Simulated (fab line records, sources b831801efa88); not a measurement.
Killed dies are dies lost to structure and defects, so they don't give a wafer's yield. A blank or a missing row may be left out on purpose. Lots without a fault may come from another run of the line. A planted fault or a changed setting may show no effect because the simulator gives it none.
Which tool did it? | flow gf180mcu | 14 lots, 42 wafers sampled, at 2 steps of a route of 602

WHAT THE GAUGES READ, wafer by wafer
GF_CONTACT_BOW_MEAS_05.
lot  | measured     | on            | CONTACT_BOW (um)
L235 | day 15 12:07 | film_metro-04 | 73 71 72
L236 | day 16 07:33 | film_metro-01 | 64 60 69
L237 | day 16 17:07 | film_metro-03 | 70 55 61
L238 | day 16 18:56 | film_metro-04 | 55 69 67
L239 | day 17 01:14 | film_metro-03 | 65 54 56
L240 | day 17 04:49 | film_metro-03 | 51 67 67
L247 | day 19 23:23 | film_metro-04 | 58 63 61
L248 | day 20 07:13 | film_metro-03 | 66 62 65
L249 | day 20 13:20 | film_metro-04 | 63 60 73
L250 | day 21 03:40 | film_metro-01 | 73 74 74
L252 | day 21 21:38 | film_metro-01 | 76 66 57
L253 | day 22 04:16 | film_metro-01 | 53 66 54
L254 | day 22 10:38 | film_metro-01 | 75 71 77
L255 | day 22 15:57 | film_metro-04 | 70 63 65

GF_CONTACT_OVL_MEAS_15.
lot  | measured     | on         | CONTACT_OVL (nm)
L235 | day 16 09:29 | overlay-01 | 0 -5 2
L236 | day 17 06:04 | overlay-01 | -2 2 -8
L237 | day 17 15:53 | overlay-01 | 8 6 8
L238 | day 17 18:59 | overlay-01 | -3 -7 -7
L239 | day 18 00:20 | overlay-02 | -8 -2 -13
L240 | day 18 03:47 | overlay-02 | -7 -7 -7
L247 | day 20 23:56 | overlay-01 | 2 -6 3
L248 | day 21 07:11 | overlay-01 | 1 -1 -3
L249 | day 21 13:38 | overlay-01 | 2 6 1
L250 | day 22 03:41 | overlay-01 | -8 -4 -4
L252 | day 23 09:45 | overlay-01 | -3 -2 1
L253 | day 23 11:47 | overlay-02 | 4 3 2
L254 | day 23 14:11 | overlay-01 | -3 -6 -14
L255 | day 23 15:23 | overlay-01 | -3 -5 -9

WHICH TOOL RAN EACH LOT (tool, then ch and the chambers of the sampled wafers, then the start)
The record holds no process step before these readings.

WHAT THE TOOLS THEMSELVES READ (means of the sampled wafers that have a number; where no wafer has one, the mark that the record gives instead)
The record holds no such reading with a usual standard deviation.

THE ANSWER, worked out from the rows above alone
Rule: what is usual is taken from the lots themselves. Put in order of their means at a reading, lots are off if they are a third of the lots or fewer, leave a main group of 4 or more, and stand apart from it by a gap of 3 or more times the standard deviation of the main group's means; of several such gaps the widest counts. A main group whose means are all the same, to the digits that the tables above print for the reading, isn't used. A lot without any number at a reading at which 4 lots or more have one is off too. The other lots that the step has rows for count as sound. The gauges are gone through in route order, then the tools' own readings, and for those a lot's mean is taken as printed above. The first step at which some lot is off is used, and at that step the reading that is off furthest; a lot without a number counts as furthest.
No lot is off at any reading shown: from this, nothing can be told.

WHAT THE SIMULATOR HAD PUT IN
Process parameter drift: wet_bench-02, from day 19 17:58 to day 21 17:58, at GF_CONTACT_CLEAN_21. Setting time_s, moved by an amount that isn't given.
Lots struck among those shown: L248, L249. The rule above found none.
